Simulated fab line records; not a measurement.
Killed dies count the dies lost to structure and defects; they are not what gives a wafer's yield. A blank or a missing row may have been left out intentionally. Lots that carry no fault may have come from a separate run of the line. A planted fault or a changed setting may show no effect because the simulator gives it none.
fab line records ; flow sky130
record: lots: 5; wafers: 15; last_day: 50
route steps=708 shown VT_ADJUST_NCORE@129 VT_ADJUST_HVTR@131 VT_ADJUST_PCH@143 SONOS_TUNNEL@154
lots that met no fault: from a run of the same line without faults
start_h: the number of hours between the record's first day and the start of the first shown wafer of the lot ; wait_h: hours since the lot's step before ; " as in the row above ; L1.1+2: a single row standing in for several wafers ; - value missing, or start not given ; * or withheld: withheld ; < > ~ a bound
route shown NAME@n: names a module that has steps shown in the file, with the first one's number in the route ; usual: mean/standard deviation taken from wafers without a fault ; same: alike in all rows ; chamber/n: place in a boat ; sites: per-site readings ; _std_site: the values' standard deviation ; _edge_site: mean of outer sites minus mean of inner sites ; radius_mm: for every site, how far away it sits from the centre of the wafer ; mask NAME#n: copy n ; behind: tool/chamber where the wafer was last shaped ; hold: why the lot was held/for how many hours/how that ended ; device: whichever transistor did not switch (one of n, p or np) ; end of line: tests of these same wafers at the route's end ; a step without rows: its recipe alone ; killed: dies that structure and defects cost at the first sort, which is not the same as the wafer's yield ; map: a wafer's dies, x killed, . not, _ none there
set.NAME: the setting that was run; set.NAME@STEP: the one run at that earlier step ; model.NAME: the simulator's own value behind a step, which no gauge read
certain route steps with their lots: each step a table, each wafer a row
services: the hour from which a tool's chamber was out of use, counted from the record's first day as start_h (under 0 if before that day), plus the number of hours and why
== steps ==
step: SKY_VT_ADJUST_NCORE_STRIP_10
recipe: chemistry: O2/N2; power_w: 1400; pressure_mtorr: 1500; platen_temp_c: withheld; o2_flow_sccm: 3000; n2_flow_sccm: 300; overash_fraction: 0.5
usual: drypump_motor_current_A: 5.5/0.52; oes_product_au: 0.715/0.0042; strip_time_to_endpoint_s: 14.18/0.038
lot.wafer;tool;chamber;start_h;wait_h;drypump_motor_current_A;oes_product_au;rf_hours_counter_h;strip_time_to_endpoint_s
L995.3;plasma_asher-03;1;233.92;0.1;5.0;0.717;-;14.22
L995.5;plasma_asher-03;1;233.92;0.1;5.0;0.713;-;14.21
L995.6;plasma_asher-03;0;233.92;0.1;6.2;0.721;-;14.18
L103.4;plasma_asher-03;0;285.83;0.1;6.1;0.716;-;14.24
L103.5;plasma_asher-03;1;285.83;0.1;4.9;0.715;-;14.28
L103.6;plasma_asher-03;0;285.83;0.1;6.1;0.717;-;14.23
L104.1;plasma_asher-03;0;296.65;0.1;6.1;0.713;20;14.22
L104.2;plasma_asher-03;1;296.65;0.1;5.0;0.719;20;14.26
L104.6;plasma_asher-03;0;296.65;0.1;6.1;0.714;-;14.22
L109.2;plasma_asher-02;1;324.99;0.1;4.9;0.722;46;14.19
L109.5;plasma_asher-02;0;324.99;0.1;4.8;0.722;-;14.21
L109.6;plasma_asher-02;1;324.99;0.1;4.9;0.719;-;14.18
L111.3;plasma_asher-02;1;342.33;0.1;4.8;0.712;-;14.16
L111.4;plasma_asher-02;0;342.33;0.1;4.8;0.710;-;14.12
L111.5;plasma_asher-02;0;342.33;0.1;4.8;0.719;-;14.12
step: SKY_VT_ADJUST_NCORE_TW_MEAS_11
usual: VT_ADJUST_NCORE_TW: 219.0/1.2
lot.wafer;tool;chamber;start_h;wait_h;VT_ADJUST_NCORE_TW
L995.3;film_metro-04;-;234.00;0.1;219.4
L995.5;film_metro-04;-;234.00;0.1;219.3
L995.6;film_metro-04;-;234.00;0.1;219.2
L103.4;film_metro-02;-;285.93;0.1;219.3
L103.5;film_metro-02;-;285.93;0.1;218.8
L103.6;film_metro-02;-;285.93;0.1;219.0
L104.1;film_metro-01;-;296.75;0.1;220.0
L104.2;film_metro-01;-;296.75;0.1;218.7
L104.6;film_metro-01;-;296.75;0.1;218.6
L109.2;film_metro-01;-;325.10;0.1;218.6
L109.5;film_metro-01;-;325.10;0.1;216.6
L109.6;film_metro-01;-;325.10;0.1;218.7
L111.3;film_metro-02;-;342.41;0.1;219.4
L111.4;film_metro-02;-;342.41;0.1;219.8
L111.5;film_metro-02;-;342.41;0.1;220.0
step: SKY_VT_ADJUST_HVTR_DEHYDRATE_00
recipe: temp_c: 200; time_s: 60
step: SKY_VT_ADJUST_HVTR_HMDS_01
recipe: prime_time_s: 60; prime_temp_c: 120
step: SKY_VT_ADJUST_HVTR_COAT_02
recipe: resist: NOVOLAK; spin_rpm: 3000; resist_thk_nm: 1140
step: SKY_VT_ADJUST_HVTR_SOFTBAKE_03
recipe: temp_c: 90; time_s: 60; resist: NOVOLAK
step: SKY_VT_ADJUST_HVTR_EXPOSE_04
recipe: mask_id: HVTRM; target_cd_nm: 380; na: 0.6; source_shape: conventional; sigma_outer: 0.6; dose_mj: 150
step: SKY_VT_ADJUST_HVTR_PEB_05
recipe: temp_c: withheld; time_s: *; resist: NOVOLAK
step: SKY_VT_ADJUST_HVTR_DEVELOP_06
recipe: develop_time_s: 60; dev_temp_c: 23
step: SKY_VT_ADJUST_HVTR_CD_MEAS_07
recipe: target_cd_nm: 380
usual: cd_nm: 379.6/2.3
lot.wafer;tool;chamber;start_h;wait_h;cd_nm
L995.3;cd_sem-01;-;256.25;0.1;381.2
L995.5;cd_sem-01;-;256.25;0.1;378.4
L995.6;cd_sem-01;-;256.25;0.1;379.1
L103.4;cd_sem-02;-;311.42;0.1;379.5
L103.5;cd_sem-02;-;311.42;0.1;379.9
L103.6;cd_sem-02;-;311.42;0.1;377.9
L104.1;cd_sem-02;-;322.39;0.1;377.9
L104.2;cd_sem-02;-;322.39;0.1;378.2
L104.6;cd_sem-02;-;322.39;0.1;377.7
L109.2;cd_sem-01;-;351.85;0.1;381.5
L109.5;cd_sem-01;-;351.85;0.1;380.1
L109.6;cd_sem-01;-;351.85;0.1;383.1
L111.3;cd_sem-02;-;369.72;0.1;383.9
L111.4;cd_sem-02;-;369.72;0.1;382.2
L111.5;cd_sem-02;-;369.72;0.1;384.7
step: SKY_VT_ADJUST_HVTR_OVL_MEAS_08
usual: VT_ADJUST_HVTR_OVL: -0.3/1.2
lot.wafer;tool;chamber;start_h;wait_h;VT_ADJUST_HVTR_OVL[nm]
L995.3;overlay-01;-;256.34;0.1;-1.2
L995.5;overlay-01;-;256.34;0.1;-0.9
L995.6;overlay-01;-;256.34;0.1;-1.1
L103.4;overlay-01;-;311.49;0.1;0.1
L103.5;overlay-01;-;311.49;0.1;1.1
L103.6;overlay-01;-;311.49;0.1;-0.9
L104.1;overlay-01;-;322.51;0.1;-0.5
L104.2;overlay-01;-;322.51;0.1;-0.5
L104.6;overlay-01;-;322.51;0.1;-1.3
L109.2;overlay-01;-;351.95;0.1;0.1
L109.5;overlay-01;-;351.95;0.1;0.3
L109.6;overlay-01;-;351.95;0.1;-0.9
L111.3;overlay-02;-;369.81;0.1;0.7
L111.4;overlay-02;-;369.81;0.1;-0.3
L111.5;overlay-02;-;369.81;0.1;-0.6
step: SKY_VT_ADJUST_HVTR_IMPLANT_09
recipe: species: B; energy_kev: 10; dose_cm2: 2.1e+12; tilt_deg: withheld
step: SKY_VT_ADJUST_HVTR_STRIP_10
recipe: chemistry: O2/N2; power_w: 1400; pressure_mtorr: 1500; platen_temp_c: withheld; o2_flow_sccm: 3000; n2_flow_sccm: 300; overash_fraction: 0.5
usual: drypump_motor_current_A: 5.6/0.41; oes_product_au: 0.717/0.0045; strip_time_to_endpoint_s: 14.16/0.04
lot.wafer;tool;chamber;start_h;wait_h;drypump_motor_current_A;oes_product_au;rf_hours_counter_h;strip_time_to_endpoint_s;model.NOVOLAK_of_VT_ADJUST_HVTR_COAT_02.thk_nm
L995.3;plasma_asher-01;0;256.55;0.1;5.9;0.959;-;-;59.23
L995.5;plasma_asher-01;1;256.55;0.1;5.7;0.949;-;-;59.26
L995.6;plasma_asher-01;0;256.55;0.1;5.9;0.966;-;-;59.34
L103.4;plasma_asher-03;0;311.69;0.1;6.1;0.707;-;14.19;0
L103.5;plasma_asher-03;0;311.69;0.1;6.1;0.720;-;14.18;0
L103.6;plasma_asher-03;1;311.69;0.1;5.0;0.717;-;14.17;0
L104.1;plasma_asher-03;0;322.70;0.1;6.1;0.726;22;14.16;0
L104.2;plasma_asher-03;1;322.70;0.1;5.0;0.719;22;14.17;0
L104.6;plasma_asher-03;1;322.70;0.1;5.0;0.725;-;14.17;0
L109.2;plasma_asher-01;1;352.13;0.1;5.7;0.718;69;14.08;0
L109.5;plasma_asher-01;0;352.13;0.1;5.9;0.715;-;14.12;0
L109.6;plasma_asher-01;1;352.13;0.1;5.7;0.721;-;14.10;0
L111.3;plasma_asher-04;0;370.02;0.1;5.5;0.708;-;14.12;0
L111.4;plasma_asher-04;1;370.02;0.1;5.3;0.725;-;14.10;0
L111.5;plasma_asher-04;0;370.02;0.1;5.4;0.724;-;14.13;0
step: SKY_VT_ADJUST_HVTR_TW_MEAS_11
usual: VT_ADJUST_HVTR_TW: 210.5/2.3
lot.wafer;tool;chamber;start_h;wait_h;VT_ADJUST_HVTR_TW
L995.3;film_metro-01;-;256.63;0.1;209.0
L995.5;film_metro-01;-;256.63;0.1;209.2
L995.6;film_metro-01;-;256.63;0.1;209.2
L103.4;film_metro-03;-;311.79;0.1;214.1
L103.5;film_metro-03;-;311.79;0.1;213.9
L103.6;film_metro-03;-;311.79;0.1;213.7
L104.1;film_metro-01;-;322.80;0.1;209.8
L104.2;film_metro-01;-;322.80;0.1;210.1
L104.6;film_metro-01;-;322.80;0.1;208.9
L109.2;film_metro-03;-;352.24;0.1;215.5
L109.5;film_metro-03;-;352.24;0.1;216.2
L109.6;film_metro-03;-;352.24;0.1;214.6
L111.3;film_metro-03;-;370.10;0.1;214.5
L111.4;film_metro-03;-;370.10;0.1;214.2
L111.5;film_metro-03;-;370.10;0.1;215.1
step: SKY_VT_ADJUST_PCH_DEHYDRATE_00
recipe: temp_c: 200; time_s: 60
step: SKY_VT_ADJUST_PCH_HMDS_01
recipe: prime_time_s: 60; prime_temp_c: 120
step: SKY_VT_ADJUST_PCH_COAT_02
recipe: spin_rpm: 2000; resist_thk_nm: 3000
step: SKY_VT_ADJUST_PCH_SOFTBAKE_03
recipe: temp_c: 110; time_s: withheld
step: SKY_VT_ADJUST_PCH_EXPOSE_04
recipe: mask_id: NWM; na: 0.6; source_shape: conventional; sigma_outer: 0.6; polarization: unpolarized; target_cd_nm: 840; dose_mj: 255
step: SKY_VT_ADJUST_PCH_PEB_05
recipe: temp_c: 115; time_s: withheld
step: SKY_VT_ADJUST_PCH_DEVELOP_06
recipe: wall_angle_deg: 90; developer: TMAH; develop_time_s: 60; dev_temp_c: 23
step: SKY_VT_ADJUST_PCH_OVL_MEAS_07
usual: VT_ADJUST_PCH_OVL: -0.6/1.2
lot.wafer;tool;chamber;start_h;wait_h;VT_ADJUST_PCH_OVL[nm]
L995.3;overlay-02;-;280.30;-;-2.0
L995.5;overlay-02;-;280.30;-;-1.9
L995.6;overlay-02;-;280.30;-;-0.7
L103.4;overlay-01;-;337.36;-;-1.9
L103.5;overlay-01;-;337.36;-;-2.0
L103.6;overlay-01;-;337.36;-;-2.1
L104.1;overlay-01;-;349.59;-;1.4
L104.2;overlay-01;-;349.59;-;1.1
L104.6;overlay-01;-;349.59;-;-1.5
L109.2;overlay-02;-;379.61;-;-0.4
L109.5;overlay-02;-;379.61;-;-1.1
L109.6;overlay-02;-;379.61;-;0.2
L111.3;overlay-01;-;398.55;-;-0.1
L111.4;overlay-01;-;398.55;-;-0.9
L111.5;overlay-01;-;398.55;-;1.5
step: SKY_VT_ADJUST_PCH_IMPLANT_08
recipe: species: B; energy_kev: 10; dose_cm2: 5e+11; tilt_deg: withheld
step: SKY_VT_ADJUST_PCH_STRIP_09
recipe: chemistry: O2/N2; power_w: 1400; pressure_mtorr: 1500; platen_temp_c: withheld; o2_flow_sccm: 3000; n2_flow_sccm: 300; overash_fraction: 0.5
usual: drypump_motor_current_A: 5.3/0.47; oes_product_au: 0.723/0.0041; strip_time_to_endpoint_s: 36.94/0.088
lot.wafer;tool;chamber;start_h;wait_h;drypump_motor_current_A;oes_product_au;rf_hours_counter_h;strip_time_to_endpoint_s
L995.3;plasma_asher-03;1;280.51;0.1;5.0;0.717;-;37.94
L995.5;plasma_asher-03;1;280.51;0.1;5.0;0.727;-;37.87
L995.6;plasma_asher-03;0;280.51;0.1;6.1;0.719;-;37.97
L103.4;plasma_asher-03;0;337.56;0.1;6.1;0.722;-;36.92
L103.5;plasma_asher-03;1;337.56;0.1;5.0;0.722;-;36.97
L103.6;plasma_asher-03;0;337.56;0.1;6.1;0.724;-;36.86
L104.1;plasma_asher-03;1;349.78;0.1;5.0;0.725;25;36.99
L104.2;plasma_asher-03;0;349.78;0.1;6.1;0.717;25;37.01
L104.6;plasma_asher-03;1;349.78;0.1;5.0;0.725;-;36.93
L109.2;plasma_asher-04;1;379.79;0.1;5.3;0.722;72;37.05
L109.5;plasma_asher-04;1;379.79;0.1;5.3;0.721;-;37.02
L109.6;plasma_asher-04;0;379.79;0.1;5.5;0.720;-;37.09
L111.3;plasma_asher-03;1;398.76;0.1;5.0;0.724;-;36.84
L111.4;plasma_asher-03;0;398.76;0.1;6.1;0.716;-;36.82
L111.5;plasma_asher-03;0;398.76;0.1;6.2;0.727;-;36.95
step: SKY_VT_ADJUST_PCH_TW_MEAS_10
usual: VT_ADJUST_PCH_TW: 143.3/1.3
lot.wafer;tool;chamber;start_h;wait_h;VT_ADJUST_PCH_TW
L995.3;film_metro-02;-;280.59;0.1;115.5
L995.5;film_metro-02;-;280.59;0.1;115.5
L995.6;film_metro-02;-;280.59;0.1;115.3
L103.4;film_metro-04;-;337.65;0.1;142.2
L103.5;film_metro-04;-;337.65;0.1;142.0
L103.6;film_metro-04;-;337.65;0.1;142.3
L104.1;film_metro-02;-;349.88;0.1;142.8
L104.2;film_metro-02;-;349.88;0.1;142.9
L104.6;film_metro-02;-;349.88;0.1;143.5
L109.2;film_metro-04;-;379.90;0.1;141.6
L109.5;film_metro-04;-;379.90;0.1;141.8
L109.6;film_metro-04;-;379.90;0.1;141.9
L111.3;film_metro-03;-;398.84;0.1;144.7
L111.4;film_metro-03;-;398.84;0.1;145.1
L111.5;film_metro-03;-;398.84;0.1;145.6
step: SKY_SONOS_TUNNEL_DEHYDRATE_00
recipe: temp_c: 200; time_s: 60
== services ==
tool;chamber;start_h;hours;kind
plasma_asher-03;-;212.21;0.8;repair
plasma_asher-01;-;225.24;1.5;repair
plasma_asher-02;-;227.35;12.8;pm
plasma_asher-02;-;260.84;16.8;repair
plasma_asher-04;-;276.32;5.2;repair
plasma_asher-01;-;314.20;3.8;repair
plasma_asher-01;-;362.75;33.5;repair
plasma_asher-04;-;390.04;14.6;pm
== key ==
first_sign: step: SKY_VT_ADJUST_HVTR_STRIP_10; reading: oes_product_au; direction: up; sigmas: 53; usual: 0.717; struck: 0.958
effect: step: SKY_VT_ADJUST_PCH_STRIP_09; reading: strip_time_to_endpoint_s; direction: up; sigmas: 11; usual: *; struck: *
effect: step: SKY_VT_ADJUST_PCH_TW_MEAS_10; reading: VT_ADJUST_PCH_TW; direction: down; sigmas: 21; usual: 143.3; struck: 115.4
model_effect: step: SKY_VT_ADJUST_HVTR_STRIP_10; value: NOVOLAK_of_VT_ADJUST_HVTR_COAT_02.thk_nm; without: 0; struck: 59.28
met_at SKY_VT_ADJUST_HVTR_STRIP_10
struck_wafers L995.3,L995.5,L995.6
sort_left_out L995.3,L995.5,L995.6
tester_left_out L995
fault: kind: strip_aborted; tool: plasma_asher-01; chamber: -; onset_h: 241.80; steps: SKY_VT_ADJUST_HVTR_STRIP_10; offset: 0.37613; end_h: 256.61
tester_left_out: of these lots the tester's yield and bins aren't shown, on N5 and GAA mostly nor the transistor test; their killed dies are dies lost to structure and defects alone, not to doping, threshold or leakage, so they don't give the yield
sort_left_out: the simulated sort isn't trusted on such a fault, so these wafers' sort isn't shown, and their yield isn't known
